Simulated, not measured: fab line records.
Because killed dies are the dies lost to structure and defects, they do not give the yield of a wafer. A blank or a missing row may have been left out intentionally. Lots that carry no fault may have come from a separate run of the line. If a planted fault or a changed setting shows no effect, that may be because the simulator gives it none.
The tool behind it: which one? + flow gf180mcu + Sampling: 6 lots, 18 wafers, 3 of 602 route steps

== WHAT EACH GAUGE READ, for each wafer ==
GF_SAB_THK_MEAS_01.
| lot  | measured     | on            | SAB_CVD_00_THK (nm) |
|------|--------------|---------------|---------------------|
| L630 | day 14 10:15 | film metro-04 | 50.6 50.7 50.6      |
| L633 | day 15 09:50 | film metro-04 | 49.0 50.0 50.2      |
| L640 | day 18 04:09 | film metro-04 | 49.4 50.6 50.2      |
| L642 | day 18 21:38 | film metro-02 | 49.9 50.5 51.3      |
| L647 | day 21 04:11 | film metro-01 | 49.7 50.5 50.7      |
| L650 | day 21 18:53 | film metro-02 | 49.4 49.9 49.9      |

== WHAT TOOL EACH LOT RAN ON (gives the tool, then ch and the chambers of the sampled wafers, and finally the start) ==
| lot  | GF_HV_LDD_STRIP_37                   | GF_PSD_STRIP_10                      |
|------|--------------------------------------|--------------------------------------|
| L630 | plasma asher-01 ch 0,1, day 11 17:36 | plasma asher-02 ch 0,1, day 14 09:42 |
| L633 | plasma asher-03 ch 0,1, day 12 18:13 | plasma asher-03 ch 0,1, day 15 09:16 |
| L640 | plasma asher-02 ch 0,1, day 15 02:52 | plasma asher-03 ch 0,1, day 18 03:35 |
| L642 | plasma asher-01 ch 0,1, day 15 19:22 | plasma asher-03 ch 0,1, day 18 21:04 |
| L647 | plasma asher-01 ch 0,1, day 17 20:27 | plasma asher-03 ch 0,1, day 21 03:39 |
| L650 | plasma asher-03 ch 0,1, day 18 13:55 | plasma asher-02 ch 0,1, day 21 18:19 |
- GF_HV_LDD_STRIP_37: strips in O2/N2.
- GF_PSD_STRIP_10: strips in O2/N2.

== THE ANSWER, worked out from the rows above alone ==
Rule: what is usual is taken from the lots themselves. Put in order of their means at a reading, lots are off if they are a third of the lots or fewer, leave a main group of 4 or more, and stand apart from it by a gap of 3 or more times the standard deviation of the main group's means; of several such gaps the widest counts. The tables above print the reading to a certain number of digits; a main group whose means all agree to those digits is not used. A lot without any number at a reading at which 4 lots or more have one is off too. Where the step has rows for the other lots, those lots are counted as sound.
No lot is off on any of the readings shown, so nothing can be concluded from this.

== WHAT THE SIMULATOR PUT IN ==
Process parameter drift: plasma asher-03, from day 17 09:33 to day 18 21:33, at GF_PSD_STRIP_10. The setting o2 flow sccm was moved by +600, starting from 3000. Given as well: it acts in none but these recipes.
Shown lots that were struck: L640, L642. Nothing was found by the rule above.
